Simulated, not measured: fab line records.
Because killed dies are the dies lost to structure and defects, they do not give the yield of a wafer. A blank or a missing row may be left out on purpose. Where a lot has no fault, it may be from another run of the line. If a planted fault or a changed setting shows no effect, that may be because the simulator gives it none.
Which of the tools did it? :: flow gf180mcu :: 12 lots, 36 wafers sampled, at 6 steps of a route of 602

== WHAT THE GAUGES READ, wafer by wafer ==
GF_HV_LDD_CD_MEAS_19 targets a cd of 400 nm.
lot: L778
measured: day 10 17:57
on: cd_sem-02
cd_nm (nm): 398.2 396.4 396.0

lot: L781
measured: day 11 10:01
on: cd_sem-02
cd_nm (nm): 398.8 398.8 398.8

lot: L783
measured: day 12 04:23
on: cd_sem-02
cd_nm (nm): 397.4 397.1 396.8

lot: L784
measured: day 12 13:45
on: cd_sem-01
cd_nm (nm): 402.7 402.0 404.2

lot: L785
measured: day 12 21:18
on: cd_sem-01
cd_nm (nm): 400.0 400.0 399.5

lot: L786
measured: day 13 07:02
on: cd_sem-02
cd_nm (nm): 403.8 402.5 403.7

lot: L787
measured: day 13 14:32
on: cd_sem-02
cd_nm (nm): 410.3 412.9 413.7

lot: L788
measured: day 14 02:37
on: cd_sem-02
cd_nm (nm): 401.5 401.9 403.5

lot: L789
measured: day 14 11:57
on: cd_sem-01
cd_nm (nm): 409.4 408.4 407.9

lot: L798
measured: day 17 02:55
on: cd_sem-01
cd_nm (nm): 402.4 402.0 399.8

lot: L799
measured: day 17 06:40
on: cd_sem-02
cd_nm (nm): 401.4 400.6 397.0

lot: L801
measured: day 18 00:35
on: cd_sem-01
cd_nm (nm): 401.2 401.6 402.7

GF_HV_LDD_OVL_MEAS_20.
lot: L778
measured: day 10 18:02
on: overlay-01
HV_LDD_01_OVL (nm): 2.1 3.2 3.0

lot: L781
measured: day 11 10:07
on: overlay-01
HV_LDD_01_OVL (nm): -1.2 -1.3 1.1

lot: L783
measured: day 12 04:31
on: overlay-01
HV_LDD_01_OVL (nm): 0.4 1.0 1.4

lot: L784
measured: day 12 13:52
on: overlay-02
HV_LDD_01_OVL (nm): 1.5 2.4 0.7

lot: L785
measured: day 12 21:25
on: overlay-01
HV_LDD_01_OVL (nm): 2.5 1.4 1.3

lot: L786
measured: day 13 07:08
on: overlay-02
HV_LDD_01_OVL (nm): 1.8 -0.6 1.7

lot: L787
measured: day 13 14:38
on: overlay-02
HV_LDD_01_OVL (nm): 2.3 2.1 1.6

lot: L788
measured: day 14 02:43
on: overlay-01
HV_LDD_01_OVL (nm): 2.4 3.8 3.5

lot: L789
measured: day 14 12:04
on: overlay-02
HV_LDD_01_OVL (nm): -0.9 0.6 0.2

lot: L798
measured: day 17 03:02
on: overlay-02
HV_LDD_01_OVL (nm): -0.1 -1.5 -0.4

lot: L799
measured: day 17 06:46
on: overlay-01
HV_LDD_01_OVL (nm): 3.7 3.2 3.7

lot: L801
measured: day 18 00:39
on: overlay-02
HV_LDD_01_OVL (nm): 2.8 1.3 0.0

GF_HV_LDD_CD_MEAS_46 targets a cd of 400 nm.
lot: L778
measured: day 12 08:16
on: cd_sem-01
cd_nm (nm): 399.3 397.6 398.5

lot: L781
measured: day 13 01:02
on: cd_sem-01
cd_nm (nm): 400.3 401.4 399.5

lot: L783
measured: day 13 20:40
on: cd_sem-01
cd_nm (nm): 400.7 401.7 400.6

lot: L784
measured: day 14 07:01
on: cd_sem-02
cd_nm (nm): 401.3 400.4 399.8

lot: L785
measured: day 14 15:44
on: cd_sem-01
cd_nm (nm): 397.3 397.9 397.1

lot: L786
measured: day 15 02:04
on: cd_sem-01
cd_nm (nm): 399.6 399.2 400.9

lot: L787
measured: day 15 08:50
on: cd_sem-02
cd_nm (nm): 403.5 404.9 401.0

lot: L788
measured: day 15 21:49
on: cd_sem-02
cd_nm (nm): 398.2 399.6 402.3

lot: L789
measured: day 16 08:17
on: cd_sem-02
cd_nm (nm): 397.3 400.4 398.9

lot: L798
measured: day 19 02:14
on: cd_sem-02
cd_nm (nm): 398.3 400.7 399.8

lot: L799
measured: day 19 06:13
on: cd_sem-02
cd_nm (nm): 400.7 397.8 400.1

lot: L801
measured: day 20 01:21
on: cd_sem-01
cd_nm (nm): 397.5 399.1 400.3

GF_HV_LDD_OVL_MEAS_47.
lot: L778
measured: day 12 08:20
on: overlay-02
HV_LDD_03_OVL (nm): 2.5 2.9 2.0

lot: L781
measured: day 13 01:08
on: overlay-02
HV_LDD_03_OVL (nm): 1.2 0.2 0.3

lot: L783
measured: day 13 20:47
on: overlay-02
HV_LDD_03_OVL (nm): -1.3 -1.1 -1.2

lot: L784
measured: day 14 07:08
on: overlay-02
HV_LDD_03_OVL (nm): 1.9 1.3 0.0

lot: L785
measured: day 14 15:52
on: overlay-02
HV_LDD_03_OVL (nm): 1.5 2.1 0.1

lot: L786
measured: day 15 02:09
on: overlay-02
HV_LDD_03_OVL (nm): -0.8 0.1 0.9

lot: L787
measured: day 15 08:55
on: overlay-01
HV_LDD_03_OVL (nm): 1.5 0.4 0.6

lot: L788
measured: day 15 21:55
on: overlay-01
HV_LDD_03_OVL (nm): -1.6 -1.7 -1.8

lot: L789
measured: day 16 08:25
on: overlay-01
HV_LDD_03_OVL (nm): 1.1 1.6 2.0

lot: L798
measured: day 19 02:22
on: overlay-01
HV_LDD_03_OVL (nm): 0.0 2.1 1.7

lot: L799
measured: day 19 06:19
on: overlay-02
HV_LDD_03_OVL (nm): -0.1 -0.5 -0.4

lot: L801
measured: day 20 01:25
on: overlay-01
HV_LDD_03_OVL (nm): -0.2 -1.0 -0.6

== WHAT TOOL EACH LOT RAN ON (gives the tool, then ch and the chambers of the sampled wafers, and finally the start) ==
lot: L778
GF_HV_LDD_COAT_14: litho_track-03 ch 0, day 10 09:19
GF_HV_LDD_STRIP_22: plasma_asher-01 ch 0,1, day 10 18:14

lot: L781
GF_HV_LDD_COAT_14: litho_track-02 ch 0, day 11 00:34
GF_HV_LDD_STRIP_22: plasma_asher-01 ch 0,1, day 11 10:17

lot: L783
GF_HV_LDD_COAT_14: litho_track-01 ch 0, day 11 18:43
GF_HV_LDD_STRIP_22: plasma_asher-04 ch 0,1, day 12 04:41

lot: L784
GF_HV_LDD_COAT_14: litho_track-03 ch 0, day 12 04:03
GF_HV_LDD_STRIP_22: plasma_asher-04 ch 0,1, day 12 14:03

lot: L785
GF_HV_LDD_COAT_14: litho_track-01 ch 0, day 12 12:13
GF_HV_LDD_STRIP_22: plasma_asher-04 ch 0,1, day 12 21:36

lot: L786
GF_HV_LDD_COAT_14: litho_track-01 ch 0, day 12 21:04
GF_HV_LDD_STRIP_22: plasma_asher-04 ch 0,1, day 13 07:20

lot: L787
GF_HV_LDD_COAT_14: litho_track-01 ch 0, day 13 03:55
GF_HV_LDD_STRIP_22: plasma_asher-01 ch 0,1, day 13 14:50

lot: L788
GF_HV_LDD_COAT_14: litho_track-02 ch 0, day 13 16:04
GF_HV_LDD_STRIP_22: plasma_asher-01 ch 0,1, day 14 02:54

lot: L789
GF_HV_LDD_COAT_14: litho_track-01 ch 0, day 14 01:31
GF_HV_LDD_STRIP_22: plasma_asher-02 ch 0,1, day 14 12:15

lot: L798
GF_HV_LDD_COAT_14: litho_track-03 ch 0, day 16 15:36
GF_HV_LDD_STRIP_22: plasma_asher-02 ch 0,1, day 17 03:13

lot: L799
GF_HV_LDD_COAT_14: litho_track-01 ch 0, day 16 19:26
GF_HV_LDD_STRIP_22: plasma_asher-04 ch 0,1, day 17 06:56

lot: L801
GF_HV_LDD_COAT_14: litho_track-01 ch 0, day 17 13:08
GF_HV_LDD_STRIP_22: plasma_asher-01 ch 0,1, day 18 00:51
- GF_HV_LDD_COAT_14: resist thk 1000 nm.
- GF_HV_LDD_STRIP_22: strips in O2/N2.

== AS READ BY THE TOOLS THEMSELVES (means over the sampled wafers that have a number; for cases with no such wafer, the mark the record gives instead) ==
GF_HV_LDD_COAT_14.
lot: L778
tool: litho_track-03
exhaust_pa (Pa): 45.3
spin_speed_rpm (rpm): 3000.2

lot: L781
tool: litho_track-02
exhaust_pa (Pa): 44.2
spin_speed_rpm (rpm): 2998.2

lot: L783
tool: litho_track-01
exhaust_pa (Pa): 44.8
spin_speed_rpm (rpm): 2998.6

lot: L784
tool: litho_track-03
exhaust_pa (Pa): 45.0
spin_speed_rpm (rpm): 3001.0

lot: L785
tool: litho_track-01
exhaust_pa (Pa): 43.5
spin_speed_rpm (rpm): 2998.3

lot: L786
tool: litho_track-01
exhaust_pa (Pa): 45.3
spin_speed_rpm (rpm): 2998.7

lot: L787
tool: litho_track-01
exhaust_pa (Pa): 44.6
spin_speed_rpm (rpm): 3997.1

lot: L788
tool: litho_track-02
exhaust_pa (Pa): 46.1
spin_speed_rpm (rpm): 2998.6

lot: L789
tool: litho_track-01
exhaust_pa (Pa): 45.3
spin_speed_rpm (rpm): 3996.6

lot: L798
tool: litho_track-03
exhaust_pa (Pa): 44.2
spin_speed_rpm (rpm): 2999.5

lot: L799
tool: litho_track-01
exhaust_pa (Pa): 45.2
spin_speed_rpm (rpm): 2998.0

lot: L801
tool: litho_track-01
exhaust_pa (Pa): 43.7
spin_speed_rpm (rpm): 2999.5

GF_HV_LDD_STRIP_22.
lot: L778
tool: plasma_asher-01
chamber_pressure_mTorr (mTorr): 1501.0
drypump_motor_current_A (A): 5.6
heater_power_w (W): 373
n2_flow_sccm (sccm): 299.8
oes_product_au (a.u.): 0.715
platen_temp_c (C): 250.05
strip_time_to_endpoint_s (s): 12.62

lot: L781
tool: plasma_asher-01
chamber_pressure_mTorr (mTorr): 1499.9
drypump_motor_current_A (A): 5.4
heater_power_w (W): 383
n2_flow_sccm (sccm): 299.9
oes_product_au (a.u.): 0.716
platen_temp_c (C): 250.07
strip_time_to_endpoint_s (s): 12.55

lot: L783
tool: plasma_asher-04
chamber_pressure_mTorr (mTorr): 1499.7
drypump_motor_current_A (A): 5.6
heater_power_w (W): 306
n2_flow_sccm (sccm): 300.0
oes_product_au (a.u.): 0.714
platen_temp_c (C): 250.11
strip_time_to_endpoint_s (s): 12.65

lot: L784
tool: plasma_asher-04
chamber_pressure_mTorr (mTorr): 1498.9
drypump_motor_current_A (A): 5.5
heater_power_w (W): 314
n2_flow_sccm (sccm): 299.6
oes_product_au (a.u.): 0.719
platen_temp_c (C): 250.11
strip_time_to_endpoint_s (s): 12.62

lot: L785
tool: plasma_asher-04
chamber_pressure_mTorr (mTorr): 1499.5
drypump_motor_current_A (A): 5.8
heater_power_w (W): 296
n2_flow_sccm (sccm): 299.9
oes_product_au (a.u.): 0.717
platen_temp_c (C): 250.03
strip_time_to_endpoint_s (s): 12.60

lot: L786
tool: plasma_asher-04
chamber_pressure_mTorr (mTorr): 1499.5
drypump_motor_current_A (A): 5.7
heater_power_w (W): 291
n2_flow_sccm (sccm): 300.2
oes_product_au (a.u.): 0.717
platen_temp_c (C): 249.97
strip_time_to_endpoint_s (s): 12.63

lot: L787
tool: plasma_asher-01
chamber_pressure_mTorr (mTorr): 1498.8
drypump_motor_current_A (A): 5.4
heater_power_w (W): 383
n2_flow_sccm (sccm): 300.6
oes_product_au (a.u.): 0.694
platen_temp_c (C): 250.04
strip_time_to_endpoint_s (s): 11.08

lot: L788
tool: plasma_asher-01
chamber_pressure_mTorr (mTorr): 1499.8
drypump_motor_current_A (A): 5.6
heater_power_w (W): 378
n2_flow_sccm (sccm): 299.9
oes_product_au (a.u.): 0.715
platen_temp_c (C): 250.12
strip_time_to_endpoint_s (s): 12.62

lot: L789
tool: plasma_asher-02
chamber_pressure_mTorr (mTorr): 1500.6
drypump_motor_current_A (A): 5.2
heater_power_w (W): 326
n2_flow_sccm (sccm): 300.4
oes_product_au (a.u.): 0.696
platen_temp_c (C): 250.09
strip_time_to_endpoint_s (s): 11.09

lot: L798
tool: plasma_asher-02
chamber_pressure_mTorr (mTorr): 1500.3
drypump_motor_current_A (A): 5.2
heater_power_w (W): 326
n2_flow_sccm (sccm): 299.0
oes_product_au (a.u.): 0.718
platen_temp_c (C): 250.23
strip_time_to_endpoint_s (s): 12.64

lot: L799
tool: plasma_asher-04
chamber_pressure_mTorr (mTorr): 1498.1
drypump_motor_current_A (A): 5.5
heater_power_w (W): 308
n2_flow_sccm (sccm): 300.3
oes_product_au (a.u.): 0.717
platen_temp_c (C): 250.04
strip_time_to_endpoint_s (s): 12.61

lot: L801
tool: plasma_asher-01
chamber_pressure_mTorr (mTorr): 1500.6
drypump_motor_current_A (A): 5.4
heater_power_w (W): 382
n2_flow_sccm (sccm): 299.5
oes_product_au (a.u.): 0.712
platen_temp_c (C): 249.91
strip_time_to_endpoint_s (s): 12.64

== THE ANSWER, worked out from the rows above alone ==
Rule: the usual values come from the lots themselves. Put in order of their means at a reading, lots are off if they are a third of the lots or fewer, leave a main group of 4 or more, and stand apart from it by a gap of 3 or more times the standard deviation of the main group's means; of several such gaps the widest counts. If all means in a main group match to the digits the tables above print for the reading, that group is not used. A lot without any number at a reading at which 4 lots or more have one is off too. The other lots that the step has rows for count as sound. After the gauges, taken in route order, come the tools' own readings; for these a lot's mean is taken, as printed above. The first step at which some lot is off is used, and at that step the reading that is off furthest; a lot without a number counts as furthest.
Off: L787, L789 (GF_HV_LDD_COAT_14, spin_speed_rpm). For the main group the mean is 2999.1 rpm and the standard deviation 0.92.
A tool fits if, at that step or a process step before it, it ran every lot that is off, and no sound lot after the first of them. No candidate that was tried fits.

== WHAT HAD BEEN PUT IN BY THE SIMULATOR ==
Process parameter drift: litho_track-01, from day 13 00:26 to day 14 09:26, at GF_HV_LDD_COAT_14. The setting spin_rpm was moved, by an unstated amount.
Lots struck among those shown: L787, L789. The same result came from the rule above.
